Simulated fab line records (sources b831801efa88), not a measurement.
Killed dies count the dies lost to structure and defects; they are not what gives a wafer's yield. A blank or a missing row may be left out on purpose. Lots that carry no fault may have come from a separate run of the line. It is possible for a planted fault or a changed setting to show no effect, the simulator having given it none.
A struck lot beside a sound one | flow sky130 | 17 steps out of a route of 708
Sound: the wafers L268.4, L268.5, L268.6. Wafers struck: L254.2, L254.3, L254.4. Last of all comes the cause.
Each step with rows lists, per side, the tool, then ch with its chambers, then its first start. Under that, the readings that differ: sound wafers | struck wafers | difference of the means | sigmas: that difference in standard deviations of wafers without a fault.
alike: readings whose means differ by less than 2 such deviations, and words and numbers that are the same on both sides. not compared: withheld readings, readings that some wafer has no value for, bounds like >300 that may hide the same value, and numbers for which the record gives no deviation and whose values overlap.
The two part at a step that has a row with sigmas, a row that says differs or no value, or rows on one side only. Non-overlapping numbers with no deviation appear without sigmas and do not part them. Lack of a reading on every wafer of one side parts them only where that side has two or more wafers.

SKY_LDD_HVP_TW_MEAS_10:
  sound on film-metro-02 at day 27 20:21; struck on film-metro-04 at day 22 10:41
  reading    | sound             | struck            | difference | sigmas
  LDD_HVP_TW | 449.8 449.9 450.0 | 459.1 457.4 456.0 | +7.6       | +3
then, 7 steps without rows for these wafers: SKY_LDD_LDN_DEHYDRATE_00 (time 60 s); SKY_LDD_LDN_HMDS_01 (prime time 60 s); SKY_LDD_LDN_COAT_02 (resist thk 1140 nm); SKY_LDD_LDN_SOFTBAKE_03 (time 60 s); SKY_LDD_LDN_EXPOSE_04 (exposes mask LDNTM, target cd 700 nm); SKY_LDD_LDN_PEB_05; SKY_LDD_LDN_DEVELOP_06 (develop time 60 s).
SKY_LDD_LDN_OVL_MEAS_07:
  sound on overlay-01 at day 29 00:28; struck on overlay-01 at day 23 16:44
  reading          | sound       | struck         | difference | sigmas
  LDD_LDN_OVL (nm) | 0.7 0.8 2.0 | -1.0 -1.5 -3.5 | -3.2       | -2
then, 3 steps without rows for these wafers: SKY_LDD_LDN_IMPLANT_08; SKY_LDD_LDN_IMPLANT_09; SKY_LDD_LDN_IMPLANT_10.
SKY_LDD_LDN_IMPLANT_11:
  sound on implanter-02 ch 0, day 29 01:01; struck on implanter-03 ch 0, day 23 17:34
  alike: beam-on-s
SKY_LDD_LDN_STRIP_12: strips in O2/N2.
  sound on plasma-asher-01 ch 0,1, day 29 01:08; struck on plasma-asher-01 ch 0,1, day 23 17:41
  alike: drypump-motor-current-A, oes-product-au, strip-time-to-endpoint-s
  not compared: rf-hours-counter-h
SKY_LDD_LDN_TW_MEAS_13:
  sound on film-metro-03 at day 29 01:13; struck on film-metro-02 at day 23 17:53
  reading    | sound          | struck         | difference | sigmas
  LDD_LDN_TW | 1484 1491 1488 | 1579 1578 1572 | +89        | +13
then, 1 step without rows for these wafers: SKY_LDD_LDN_CLEAN_14 (cleans in SC1/SC2, time 150 s).
-- record jumps: 22 days separate the struck wafers' starts on either side; left off in module LDD_LDN, taken up again in module PAD_OPEN, whose first shown step is the route's number 708 --
SKY_PAD_OPEN_PROBE_99:
  sound on prober-02 at day 49 21:49; struck on prober-02 at day 46 03:01
  reading                         | sound          | struck         | difference | sigmas
  model.etest.tip-sonos.rs-ohm-sq | 2701 2742 2762 | 2277 2279 2307 | -447       |
  alike: killed_at_M0_to_M3, killed_at_M4_up, killed-at-contacts, killed-at-front-end, killed-at-other, killed-dies, killed-open, killed-short

WHERE THEY PART
Earliest at SKY_LDD_HVP_TW_MEAS_10; latest, in this record, at SKY_LDD_LDN_TW_MEAS_13. Later steps at which nothing parts them and some readings are alike: SKY_PAD_OPEN_PROBE_99.

WHY: whatever the simulator had introduced
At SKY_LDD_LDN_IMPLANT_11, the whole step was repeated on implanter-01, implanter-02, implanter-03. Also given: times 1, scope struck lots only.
